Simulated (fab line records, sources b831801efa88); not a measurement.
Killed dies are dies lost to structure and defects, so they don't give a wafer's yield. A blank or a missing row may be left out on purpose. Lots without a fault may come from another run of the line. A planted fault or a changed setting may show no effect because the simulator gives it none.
One fault seen from 2 desks | flow gf180mcu | each desk has only its own numbers; what lay behind them comes last

THE TOOL OWNER'S DESK: cvd_w-01
The tool's own readings at GF_V2_CVD_23 (deposits W, target thk 350 nm, time 104.94 s): means of the sampled wafers that have a number, for each lot that ran on this tool. A lot is out of limits, marked OUT, if its mean lies more than 4 standard deviations from the usual mean; the brackets give that distance.
Columns: A = heater_power_w at GF_V2_CVD_23, usual 800 W
lot  | first seen here | A
L406 | day 20 09:38    | 769
L411 | day 22 11:11    | 796
L412 | day 22 17:22    | 783
L413 | day 23 01:44    | 797
L414 | day 23 09:02    | 795
L422 | day 25 21:14    | 818
L424 | day 26 16:40    | 799
L425 | day 26 18:22    | 806
L427 | day 27 12:30    | 785
L428 | day 27 13:53    | 798
This desk's finding: nothing out of limits on any of the 10 lots.

THE METROLOGY DESK
What the gauges read, lot by lot, whatever tool the lot ran on: means of the sampled wafers that have a number. A lot is out of limits, marked OUT, if its mean lies more than 4 standard deviations from the usual mean; the brackets give that distance.
Columns: A = M2_ALCU_RS at GF_M2_RS_MEAS_05, usual 0.0695 ohm/sq; B = M2_ALCU_THK at GF_M2_THK_MEAS_06, usual 445 nm; C = V2_OVL at GF_V2_OVL_MEAS_15, usual 0 nm; D = V2_W_RS at GF_V2_RS_MEAS_24, usual 0.327 ohm/sq; E = V2_W_THK at GF_V2_THK_MEAS_25, usual 346 nm
lot  | first seen here | A      | B   | C  | D               | E
L406 | day 18 06:44    | 0.0690 | 450 | -5 | 0.332           | 342
L407 | day 18 08:42    | 0.0695 | 449 | 2  | 0.319           | 352
L411 | day 20 09:11    | 0.0687 | 450 | 0  | 0.331           | 337
L412 | day 20 15:43    | 0.0693 | 446 | -6 | 0.330           | 346
L413 | day 21 00:44    | 0.0706 | 436 | -2 | 0.428 (+18) OUT | 285 (-9.5) OUT
L414 | day 21 08:05    | 0.0703 | 444 | 6  | 0.433 (+19) OUT | 282 (-9.9) OUT
L422 | day 24 00:38    | 0.0701 | 440 | 5  | 0.329           | 348
L424 | day 24 20:38    | 0.0688 | 448 | -1 | 0.326           | 348
L425 | day 24 22:07    | 0.0690 | 449 | -3 | 0.328           | 344
L426 | day 25 04:26    | 0.0701 | 441 | 4  | 0.323           | 353
L427 | day 25 17:19    | 0.0695 | 446 | 2  | 0.332           | 346
L428 | day 25 18:04    | 0.0697 | 442 | 8  | 0.328           | 345
This desk's finding: out of limits on L413, L414; first on L413, day 23 01:50 (V2_W_RS at GF_V2_RS_MEAS_24). In limits: L406, L407, L411, L412, L422, L424, L425, L426, L427, L428.

PUT TOGETHER
The metrology desk could have raised an alarm at day 23 01:50, on L413, L414.
The tool owner's desk saw nothing out of limits.
The tool owner's desk has L413, L414 on record, within its limits.
Of the lots named, all ran GF_V2_CVD_23 on cvd_w-01.

WHAT THE SIMULATOR HAD PUT IN
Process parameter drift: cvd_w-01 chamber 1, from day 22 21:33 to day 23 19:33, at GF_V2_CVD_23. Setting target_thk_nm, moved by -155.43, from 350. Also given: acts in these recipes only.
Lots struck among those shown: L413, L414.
Hours from the fault's start to each desk's first reading out of limits: the metrology desk, 4.
